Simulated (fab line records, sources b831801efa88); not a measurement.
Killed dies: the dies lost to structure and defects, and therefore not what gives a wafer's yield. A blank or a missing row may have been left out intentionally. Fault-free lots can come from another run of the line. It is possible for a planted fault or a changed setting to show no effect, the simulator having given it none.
Which tool is to blame? -- flow sky130 -- Sampling: 13 lots, 39 wafers, 3 of 708 route steps

WHAT THE GAUGES SHOWED, per wafer
SKY_VIA1_CD_MEAS_12: target cd 150 nm. Usual: 150.0 nm for cd-nm, sd 1.7.
lot,measured,on,cd-nm (nm),flag
L419,day 35 10:44,cd-sem-01,148.6 149.2 148.3,
L420,day 35 12:22,cd-sem-02,152.7 152.5 151.8,
L422,day 36 00:46,cd-sem-02,151.6 151.1 151.4,
L421,day 36 05:47,cd-sem-02,151.2 152.2 151.0,
L423,day 36 09:41,cd-sem-02,149.1 149.4 148.3,
L424,day 36 19:01,cd-sem-02,147.4 148.8 148.8,
L425,day 37 05:18,cd-sem-01,149.4 150.5 151.5,
L429,day 38 08:41,cd-sem-02,151.2 152.6 152.1,
L436,day 40 06:05,cd-sem-02,150.8 150.5 147.5,
L437,day 40 16:25,cd-sem-02,148.2 149.1 148.8,
L441,day 41 08:58,cd-sem-01,150.9 150.6 149.0,
L440,day 41 14:35,cd-sem-01,149.4 150.4 151.6,
L442,day 41 18:53,cd-sem-01,151.4 148.7 148.4,

SKY_METAL2_THK_MEAS_06: measures by xrf. Usual: for METAL2_ALCU_THK the level is 246 nm and the standard deviation is 3.
lot,measured,on,METAL2_ALCU_THK (nm),flag
L419,day 35 12:29,film-metro-04,249 243 246,
L420,day 35 14:07,film-metro-01,246 245 248,
L422,day 36 02:31,film-metro-01,240 245 242,
L421,day 36 07:30,film-metro-04,243 248 242,
L423,day 36 11:32,film-metro-01,246 249 245,
L424,day 36 20:47,film-metro-04,254 250 252,
L425,day 37 07:03,film-metro-02,243 243 237,
L429,day 38 10:46,film-metro-01,245 242 247,
L436,day 40 07:52,film-metro-01,247 243 245,
L437,day 40 18:15,film-metro-02,242 245 243,
L441,day 41 10:41,film-metro-04,247 247 243,
L440,day 41 16:25,film-metro-01,246 247 249,
L442,day 41 20:46,film-metro-02,246 246 242,

TOOL THAT RAN EACH LOT (tool first, then ch and the chambers of the sampled wafers, then the start)
lot,SKY_VIA1_CVD_21
L419,"cvd-w-01 ch 0,1, day 35 11:39"
L420,"cvd-w-01 ch 0,1, day 35 13:18"
L422,"cvd-w-01 ch 0,1, day 36 01:41"
L421,"cvd-w-01 ch 0,1, day 36 06:40"
L423,"cvd-w-01 ch 1, day 36 10:35"
L424,"cvd-w-02 ch 0,1, day 36 19:57"
L425,"cvd-w-01 ch 0,1, day 37 06:13"
L429,"cvd-w-01 ch 0,1, day 38 09:55"
L436,"cvd-w-02 ch 0,1, day 40 07:01"
L437,"cvd-w-02 ch 0,1, day 40 17:25"
L441,"cvd-w-01 ch 0,1, day 41 09:52"
L440,"cvd-w-01 ch 0,1, day 41 15:35"
L442,"cvd-w-01 ch 0,1, day 41 19:55"
- SKY_VIA1_CVD_21: deposits W, target thk 270 nm, time 80.902 s.

AS READ BY THE TOOLS THEMSELVES (means over the sampled wafers that have a number; for cases with no such wafer, the mark the record gives instead)
SKY_VIA1_CVD_21. Usual: 823 W for heater-power-w, sd 60.
lot,tool,heater-power-w (W),flag
L419,cvd-w-01,852,
L420,cvd-w-01,798,
L422,cvd-w-01,796,
L421,cvd-w-01,795,
L423,cvd-w-01,893,
L424,cvd-w-02,840,
L425,cvd-w-01,840,
L429,cvd-w-01,847,
L436,cvd-w-02,842,
L437,cvd-w-02,844,
L441,cvd-w-01,784,
L440,cvd-w-01,794,
L442,cvd-w-01,832,

THE ANSWER, worked out from the rows above alone
Rule: a lot counts as off when the mean over its wafers that have a number is more than 3 standard deviations away from the usual mean. Also off: a lot with no number at a reading for which 4 or more lots have one. Any other lot the step has rows for is counted as sound. The gauges are gone through in route order, then the tools' own readings, and for those a lot's mean is taken as printed above. At the first step where some lot is off, the reading lying furthest off is the one used; lots without a number count as furthest.
None of the lots is off at any reading shown; this tells nothing.

WHAT THE SIMULATOR PUT IN
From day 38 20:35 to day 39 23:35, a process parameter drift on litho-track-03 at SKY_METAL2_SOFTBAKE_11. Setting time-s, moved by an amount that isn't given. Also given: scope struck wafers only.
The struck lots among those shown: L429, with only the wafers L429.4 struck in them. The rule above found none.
